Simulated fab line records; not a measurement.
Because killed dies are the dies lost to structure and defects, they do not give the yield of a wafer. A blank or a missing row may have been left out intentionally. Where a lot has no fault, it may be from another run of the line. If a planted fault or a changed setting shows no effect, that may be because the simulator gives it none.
Which tool did it? + flow sky130 + 6 lots with 18 wafers sampled at 2 steps, on a route of 708 steps

WHAT EACH GAUGE READ, for each wafer
SKY_METAL2_THK_MEAS_06: measures by xrf.
| lot  | measured     | on            | METAL2_ALCU_THK (nm) |
|------|--------------|---------------|----------------------|
| L635 | day 34 13:22 | film_metro-03 | 252 246 249          |
| L641 | day 36 08:10 | film_metro-01 | 254 255 250          |
| L649 | day 38 23:22 | film_metro-01 | 248 252 251          |
| L651 | day 39 20:59 | film_metro-04 | 253 252 252          |
| L654 | day 40 04:19 | film_metro-04 | 249 248 251          |
| L657 | day 41 09:37 | film_metro-01 | 252 252 249          |

EACH LOT AND THE TOOL THAT RAN IT (in order: tool; ch and the chambers of the sampled wafers; start)
| lot  | SKY_METAL2_SPUTTER_01        |
|------|------------------------------|
| L635 | pvd_sputter-01, day 34 13:08 |
| L641 | pvd_sputter-01, day 36 07:55 |
| L649 | pvd_sputter-02, day 38 23:07 |
| L651 | pvd_sputter-01, day 39 20:45 |
| L654 | pvd_sputter-01, day 40 04:05 |
| L657 | pvd_sputter-01, day 41 09:22 |
- SKY_METAL2_SPUTTER_01: material TiN, target thk 20 nm, time 16.7 s.

THE ANSWER, worked out from the rows above alone
Rule: the usual values come from the lots themselves. Put in order of their means at a reading, lots are off if they are a third of the lots or fewer, leave a main group of 4 or more, and stand apart from it by a gap of 3 or more times the standard deviation of the main group's means; of several such gaps the widest counts. The tables above print the reading to a certain number of digits; a main group whose means all agree to those digits is not used. A lot without any number at a reading at which 4 lots or more have one is off too. Any other lot the step has rows for is counted as sound.
No lot is off on any of the readings shown, so nothing can be concluded from this.

WHAT THE SIMULATOR HAD PUT IN
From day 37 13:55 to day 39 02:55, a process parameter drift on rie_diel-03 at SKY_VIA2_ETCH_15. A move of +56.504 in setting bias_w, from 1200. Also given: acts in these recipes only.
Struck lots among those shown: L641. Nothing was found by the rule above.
